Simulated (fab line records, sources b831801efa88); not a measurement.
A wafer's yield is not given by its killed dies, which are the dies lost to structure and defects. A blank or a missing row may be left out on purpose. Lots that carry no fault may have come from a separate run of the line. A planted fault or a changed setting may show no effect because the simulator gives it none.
fab line records	flow sky130
record: lots: 13	wafers: 38	last-day: 50
route steps=708 shown VIA4@651 METAL5@661 PAD_OPEN@708
lots that met no fault: taken from a fault-free run of the same line
start-h: the number of hours between the record's first day and the start of the first shown wafer of the lot	wait-h: how many hours have passed since the lot's step before this one	" unchanged from the row above	L1.1+2: a single row standing in for several wafers	- no value present, or no start provided	* or withheld: withheld	< > ~ a bound
route shown NAME@n: names a module that has steps shown in the file, with the first one's number in the route	usual: the fault-free wafers' mean and standard deviation	same: alike in all rows	chamber/n: place in a boat	sites: per-site readings	_std_site: standard deviation of those values	_edge_site: inner sites' mean taken away from outer sites' mean	radius-mm: for every site, how far away it sits from the centre of the wafer	mask NAME#n: copy n	behind: tool/chamber where the wafer was last shaped	hold: reason for holding the lot/hours on hold/outcome of the hold	device: transistor that didn't switch, given as n, p or np	end of line: the tests these same wafers got at the end of their route	where a step has no rows: the recipe by itself	killed: count of dies lost to structure and defects at first sort (not the wafer's yield)	map: dies across one wafer; x = killed, . = not, _ = none there
set.NAME: the setting as run; set.NAME@STEP: as run at that earlier step	model.NAME: the simulator's own value behind a step, which no gauge read
steps of the route over a sample of lots; a table a step, a row a wafer
services: the hour from which a tool's chamber was out of use, counted from the record's first day as start-h (under 0 if before that day), plus the number of hours and why
== steps ==
step: SKY_VIA4_ETCH_12
recipe: target: SiO2	chemistry: C4F8/O2/Ar	stop-on: TiN	mask-material: NOVOLAK	source-w: 1500	bias-w: 1200	pressure-mtorr: 40	c4f8-flow-sccm: withheld	O2_flow_sccm: 6	Ar_flow_sccm: 300	time-s: withheld	target-depth-a: 5800
usual: oes-product-au: 0.926/0.0047
lot.wafer	tool	chamber	start-h	wait-h	oes-product-au
L720.1	rie-diel-04	2	1001.32	0.0	0.923
L720.2	"	3	"	"	0.921
L720.5	"	2	"	"	0.918
L722.1	rie-diel-02	1	1017.87	0.0	0.925
L722.3	"	3	"	"	0.918
L722.5	"	2	"	"	0.929
L723.1	rie-diel-03	0	1031.08	0.0	0.926
L723.4	"	3	"	"	0.931
L723.5	"	2	"	"	0.927
L725.2	rie-diel-02	2	1044.03	0.0	0.923
L725.4	"	1	"	"	0.928
L725.5	"	3	"	"	0.927
L726.1	rie-diel-04	1	1054.18	0.0	0.923
L726.4	"	3	"	"	0.925
L726.5	"	3	"	"	0.930
L727.3	rie-diel-03	0	1060.13	0.0	0.924
L727.5	"	2	"	"	0.922
L727.6	"	1	"	"	0.936
L728.1	rie-diel-03	2	1061.87	0.0	0.924
L728.3	"	1	"	"	0.925
L728.5	"	0	"	"	0.919
L730.1	rie-diel-04	3	1069.13	0.0	0.926
L730.3	"	0	"	"	0.926
L730.5	"	0	"	"	0.932
L731.1	rie-diel-04	2	1077.48	0.0	0.926
L731.3	"	0	"	"	0.924
L731.4	"	3	"	"	0.930
L732.1	rie-diel-04	1	1083.42	0.0	0.925
L732.2	"	0	"	"	0.923
L732.6	"	0	"	"	0.922
L736.2	rie-diel-03	0	1110.13	0.0	0.926
L736.3	"	3	"	"	0.925
L736.4	"	0	"	"	0.927
L738.2	rie-diel-03	2	1122.98	0.0	0.927
L738.5	"	0	"	"	0.927
L742.1	rie-diel-04	1	1139.93	0.0	0.925
L742.3	"	0	"	"	0.929
L742.6	"	0	"	"	0.928
step: SKY_VIA4_CLEAN_16
recipe: chemistry: O3/DIW	dry: n2-spin
lot.wafer	tool	chamber	start-h	wait-h
L720.1+2+5	wet-bench-03	1	1001.96	0.0
L722.1+3+5	wet-bench-02	0	1018.45	0.0
L723.1+4+5	wet-bench-04	3	1031.66	0.0
L725.2+4+5	wet-bench-03	3	1044.63	0.0
L726.1+4+5	wet-bench-04	1	1054.76	0.0
L727.3+5+6	wet-bench-04	3	1060.86	0.1
L728.1+3+5	wet-bench-02	0	1062.44	0.0
L730.1+3+5	wet-bench-03	1	1069.71	0.0
L731.1+3+4	wet-bench-02	3	1078.09	0.0
L732.1+2+6	wet-bench-02	2	1083.99	0.0
L736.2+3+4	wet-bench-03	3	1110.71	0.0
L738.2+5	wet-bench-03	2	1123.56	0.0
L742.1+3+6	wet-bench-04	1	1140.50	0.0
step: SKY_METAL5_SPUTTER_00
recipe: material: Ti	target-thk-nm: 15	power-w: 3000	time-s: 10	chamber-pressure-pa: 0.4
usual: chamber-pressure-pa: 0.4002/0.0011	throttle-valve-pct: 29.8/0.74
lot.wafer	tool	chamber	start-h	wait-h	chamber-pressure-pa	throttle-valve-pct
L720.1	pvd-sputter-01	-	1003.13	0.1	0.4002	31.3
L720.2	"	-	"	"	0.4000	30.5
L720.5	"	-	"	"	0.3990	29.7
L722.1	pvd-sputter-03	-	1019.23	0.2	0.4003	29.2
L722.3	"	-	"	"	0.4012	30.0
L722.5	"	-	"	"	0.4002	30.5
L723.1	pvd-sputter-03	-	1032.45	0.2	0.3990	29.5
L723.4	"	-	"	"	0.3998	30.6
L723.5	"	-	"	"	0.4015	30.6
L725.2	pvd-sputter-02	-	1045.41	0.2	0.4013	29.3
L725.4	"	-	"	"	0.4005	29.0
L725.5	"	-	"	"	0.4004	28.8
L726.1	pvd-sputter-01	-	1055.55	0.1	0.4013	29.9
L726.4	"	-	"	"	0.4000	31.4
L726.5	"	-	"	"	0.3999	29.7
L727.3	pvd-sputter-03	-	1061.67	0.1	0.4000	30.6
L727.5	"	-	"	"	0.4008	28.9
L727.6	"	-	"	"	0.3996	30.6
L728.1	pvd-sputter-02	-	1063.23	0.1	0.4001	28.8
L728.3	"	-	"	"	0.4003	29.4
L728.5	"	-	"	"	0.4000	28.8
L730.1	pvd-sputter-03	-	1070.50	0.1	0.4015	30.4
L730.3	"	-	"	"	0.4004	30.3
L730.5	"	-	"	"	0.4020	28.9
L731.1	pvd-sputter-02	-	1078.88	0.1	0.3986	28.9
L731.3	"	-	"	"	0.4007	29.0
L731.4	"	-	"	"	0.4000	29.2
L732.1	pvd-sputter-01	-	1085.06	0.2	0.3991	30.0
L732.2	"	-	"	"	0.4007	30.5
L732.6	"	-	"	"	0.3999	30.0
L736.2	pvd-sputter-02	-	1111.65	0.2	0.4012	28.7
L736.3	"	-	"	"	0.4003	29.3
L736.4	"	-	"	"	0.3990	28.9
L738.2	pvd-sputter-03	-	1124.43	0.2	0.4009	29.9
L738.5	"	-	"	"	0.4011	30.5
L742.1	pvd-sputter-01	-	1141.29	0.1	0.3992	30.3
L742.3	"	-	"	"	0.3999	30.0
L742.6	"	-	"	"	0.4006	31.1
step: SKY_METAL5_SPUTTER_03
recipe: material: Ti	target-thk-nm: 5	power-w: 3000	time-s: 3.3	chamber-pressure-pa: 0.4
usual: chamber-pressure-pa: 0.4000/0.00069	throttle-valve-pct: 29.7/0.75
lot.wafer	tool	chamber	start-h	wait-h	chamber-pressure-pa	throttle-valve-pct
L720.1	pvd-sputter-01	-	1003.23	0.0	0.4011	31.0
L720.2	"	-	"	"	0.4000	30.3
L720.5	"	-	"	"	0.3997	29.7
L722.1	pvd-sputter-03	-	1019.33	0.0	0.3991	29.2
L722.3	"	-	"	"	0.3989	29.9
L722.5	"	-	"	"	0.3993	30.5
L723.1	pvd-sputter-03	-	1032.55	0.0	0.4012	29.2
L723.4	"	-	"	"	0.4008	30.7
L723.5	"	-	"	"	0.3992	30.5
L725.2	pvd-sputter-02	-	1045.51	0.0	0.4015	28.9
L725.4	"	-	"	"	0.4010	29.4
L725.5	"	-	"	"	0.3998	28.8
L726.1	pvd-sputter-01	-	1055.65	0.0	0.4000	29.9
L726.4	"	-	"	"	0.3997	31.2
L726.5	"	-	"	"	0.4004	29.8
L727.3	pvd-sputter-03	-	1061.77	0.0	0.4006	30.7
L727.5	"	-	"	"	0.3995	29.1
L727.6	"	-	"	"	0.3999	30.9
L728.1	pvd-sputter-02	-	1063.33	0.0	0.4002	28.6
L728.3	"	-	"	"	0.4005	29.2
L728.5	"	-	"	"	0.4006	28.7
L730.1	pvd-sputter-03	-	1070.60	0.0	0.3995	30.5
L730.3	"	-	"	"	0.4001	30.5
L730.5	"	-	"	"	0.4007	29.1
L731.1	pvd-sputter-02	-	1078.98	0.0	0.3992	29.0
L731.3	"	-	"	"	0.4006	29.0
L731.4	"	-	"	"	0.3991	29.1
L732.1	pvd-sputter-01	-	1085.16	0.0	0.4010	29.8
L732.2	"	-	"	"	0.3997	30.6
L732.6	"	-	"	"	0.4001	29.9
L736.2	pvd-sputter-02	-	1111.75	0.0	0.4007	29.0
L736.3	"	-	"	"	0.4011	29.3
L736.4	"	-	"	"	0.3991	28.6
L738.2	pvd-sputter-03	-	1124.53	0.0	0.4002	30.0
L738.5	"	-	"	"	0.4009	30.6
L742.1	pvd-sputter-01	-	1141.39	0.0	0.4000	30.7
L742.3	"	-	"	"	0.4010	29.9
L742.6	"	-	"	"	0.3990	31.0
step: SKY_PAD_OPEN_PROBE_99
usual: defect-limited-yield: 82.2/1.9	killed_at_M0_to_M3: 44/6.9	killed_at_M4_up: 3.3/1.8	killed-at-contacts: 24/5	killed-at-front-end: 16/4.6	killed-at-other: 0.2/0.42	killed-dies: 88/9.2	killed-open: 48/7.3	killed-short: 40/6.5	sort_bin_3_pad_short: 0.9/0.43	sort_bin_5_function: 10.6/1.5	sort_bin_6_memory: 6.4/1.1	sort-n-pass: 404/9.2	sort-yield-pct: 82.2/1.9
same: gross-dies: 492	killed-at-back-side: 0	sort_bin_4_leakage[%]: 0	sort_bin_8_speed[%]: 0
lot.wafer	tool	chamber	start-h	wait-h	defect-limited-yield[%]	killed_at_M0_to_M3	killed_at_M4_up	killed-at-contacts	killed-at-front-end	killed-at-other	killed-dies	killed-open	killed-short	sort_bin_3_pad_short[%]	sort_bin_5_function[%]	sort_bin_6_memory[%]	sort-n-pass	sort-yield-pct[%]
L722.1	prober-01	-	1087.08	0.1	82.7	44	3	24	13	1	85	36	49	0.4	11.0	5.9	407	82.7
L722.3	prober-01	-	1087.18	0.2	79.3	53	6	28	15	0	102	50	52	0.6	14.4	5.7	390	79.3
L722.5	prober-01	-	1087.28	0.2	80.3	50	7	28	12	0	97	51	46	0.8	12.0	6.9	395	80.3
L723.1	prober-02	-	1099.57	0.1	83.9	41	5	20	13	0	79	35	44	1.0	10.4	4.7	413	83.9
L723.4	prober-02	-	1099.72	0.2	80.9	45	8	25	15	1	94	34	60	1.8	8.5	8.7	398	80.9
L723.5	prober-02	-	1099.77	0.2	84.3	32	4	25	16	0	77	40	37	0.2	9.6	5.9	415	84.3
L725.2	prober-01	-	1111.15	0.1	83.3	40	4	18	20	0	82	52	30	0.4	10.2	6.1	410	83.3
L725.4	prober-01	-	1111.25	0.2	81.9	39	4	29	17	0	89	40	48	0.4	10.2	7.5	403	81.9
L725.5	prober-01	-	1111.30	0.2	81.5	44	3	21	22	1	91	52	39	1.2	12.2	5.1	401	81.5
L736.3	prober-01	-	1170.27	0.2	80.3	52	3	29	12	1	97	58	38	0.6	10.8	8.3	395	80.3
L738.2	prober-02	-	1181.05	0.1	76.4	47	30	23	16	0	116	56	33	1.4	14.2	7.9	376	76.4
L738.5	prober-02	-	1181.20	0.2	78.9	32	29	20	23	0	104	39	40	1.8	14.0	5.3	388	78.9
killed by level:class
L722.1 CONTACT:geometric-particle:open=11 METAL2:geometric-particle:short=11 VIA1:geometric-particle:short=8 VIA2:geometric-particle:open=7 POLY_GATE:geometric-particle:short=6 LI_CONTACT:geometric-particle:short=5 LI_CONTACT:geometric-particle:open=4 LOCAL_INTERCONNECT:geometric-particle:short=4
L722.3 VIA1:geometric-particle:open=12 CONTACT:geometric-particle:open=11 METAL1:geometric-particle:short=7 VIA1:geometric-particle:short=7 VIA2:geometric-particle:open=6 CONTACT:geometric-particle:short=6 VIA3:geometric-particle:open=6 LOCAL_INTERCONNECT:geometric-particle:short=5
L722.5 CONTACT:geometric-particle:open=13 VIA3:geometric-particle:open=11 VIA1:geometric-particle:open=9 METAL2:geometric-particle:short=8 CONTACT:geometric-particle:short=7 METAL1:geometric-particle:short=7 VIA2:geometric-particle:short=5 POLY_GATE:geometric-particle:open=4
L723.1 CONTACT:geometric-particle:open=8 METAL1:geometric-particle:short=7 LOCAL_INTERCONNECT:geometric-particle:short=5 METAL4:geometric-particle:short=5 VIA2:geometric-particle:open=5 FIELD_ISO:geometric-particle:open=4 VIA1:geometric-particle:open=4 VIA3:geometric-particle:open=4
L723.4 METAL1:geometric-particle:short=8 LOCAL_INTERCONNECT:geometric-particle:short=8 VIA1:geometric-particle:open=8 POLY_GATE:geometric-particle:short=7 CONTACT:geometric-particle:open=7 VIA1:geometric-particle:short=6 METAL2:geometric-particle:short=5 VIA2:geometric-particle:open=4
L723.5 CONTACT:geometric-particle:open=13 VIA1:geometric-particle:open=6 FIELD_ISO:geometric-particle:open=4 LI_CONTACT:geometric-particle:open=4 VIA1:geometric-particle:short=4 METAL1:geometric-particle:short=4 VIA2:geometric-particle:open=4 METAL3:geometric-particle:short=4
L725.2 VIA2:geometric-particle:open=9 VIA3:geometric-particle:open=8 LI_CONTACT:geometric-particle:open=8 VIA1:geometric-particle:open=7 CONTACT:geometric-particle:open=6 FIELD_ISO:geometric-particle:short=5 POLY_GATE:geometric-particle:open=4 POLY_GATE:geometric-particle:short=4
L725.4 LI_CONTACT:geometric-particle:open=8 CONTACT:geometric-particle:short=8 CONTACT:geometric-particle:open=7 VIA1:geometric-particle:short=7 VIA2:geometric-particle:open=7 FIELD_ISO:geometric-particle:short=4 POLY_GATE:geometric-particle:short=4 VIA1:geometric-particle:open=4
L725.5 CONTACT:geometric-particle:open=12 VIA1:geometric-particle:open=12 FIELD_ISO:geometric-particle:open=7 POLY_GATE:geometric-particle:short=7 VIA2:geometric-particle:open=7 POLY_GATE:geometric-particle:open=5 METAL1:geometric-particle:short=5 METAL2:geometric-particle:short=5
L736.3 CONTACT:geometric-particle:open=13 VIA1:geometric-particle:open=11 VIA2:geometric-particle:open=10 LI_CONTACT:geometric-particle:open=7 LOCAL_INTERCONNECT:geometric-particle:short=5 METAL1:geometric-particle:short=5 VIA1:geometric-particle:short=5 METAL2:geometric-particle:short=5
L738.2 VIA4:unspecified=27 LI_CONTACT:geometric-particle:open=12 VIA1:geometric-particle:open=9 VIA3:geometric-particle:open=7 METAL1:geometric-particle:short=6 POLY_GATE:geometric-particle:short=6 CONTACT:geometric-particle:open=5 METAL3:geometric-particle:open=5
L738.5 VIA4:unspecified=25 VIA1:geometric-particle:open=7 VIA2:geometric-particle:open=6 FIELD_ISO:geometric-particle:short=5 POLY_GATE:geometric-particle:short=5 LI_CONTACT:geometric-particle:open=5 CONTACT:geometric-particle:open=5 METAL2:geometric-particle:short=5
== services ==
tool	chamber	start-h	hours	kind
rie-diel-02	0	990.15	3.2	repair
pvd-sputter-03	-	991.09	14.2	repair
pvd-sputter-02	-	995.21	2.4	repair
rie-diel-04	-	998.09	2.8	pm
pvd-sputter-01	0	1004.14	-	consumable-replace:kit
pvd-sputter-01	0	1004.14	18.0	scheduled-down
pvd-sputter-01	0	1004.14	18.0	vent-cycle
rie-diel-04	1	1014.65	3.7	repair
rie-diel-03	2	1015.28	3.3	repair
pvd-sputter-01	-	1019.29	1.2	repair
pvd-sputter-02	1	1031.44	-	consumable-replace:kit
rie-diel-04	0	1033.30	4.2	repair
rie-diel-02	2	1037.51	3.8	repair
pvd-sputter-02	-	1046.65	12.6	repair
rie-diel-04	2	1056.59	1.3	repair
wet-bench-04	-	1057.96	0.8	repair
pvd-sputter-01	-	1059.15	1.0	repair
rie-diel-02	0	1075.81	6.4	repair
pvd-sputter-03	1	1075.99	-	consumable-replace:kit
pvd-sputter-03	1	1075.99	18.0	scheduled-down
pvd-sputter-03	1	1075.99	18.0	vent-cycle
rie-diel-03	3	1094.15	3.1	repair
pvd-sputter-01	-	1119.28	5.2	repair
rie-diel-04	0	1134.01	2.7	repair
== key ==
first-sign: step: SKY_PAD_OPEN_PROBE_99	reading: killed_at_M4_up	direction: up	sigmas: 15	usual: 3.3	struck: 29.5
effect none on later readings
met-at SKY_VIA4_CLEAN_16
struck-lots L738
struck-wafers L738.2,L738.5
not-acting-at SKY_VIA4_ETCH_12,SKY_METAL5_SPUTTER_00,SKY_METAL5_SPUTTER_03
fault: kind: chamber-particle-source	tool: wet-bench-03	chamber: 2	onset-h: 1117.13	steps: SKY_VIA4_CLEAN_16	rate-per-visit-cm2: 0.50261	end-h: 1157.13
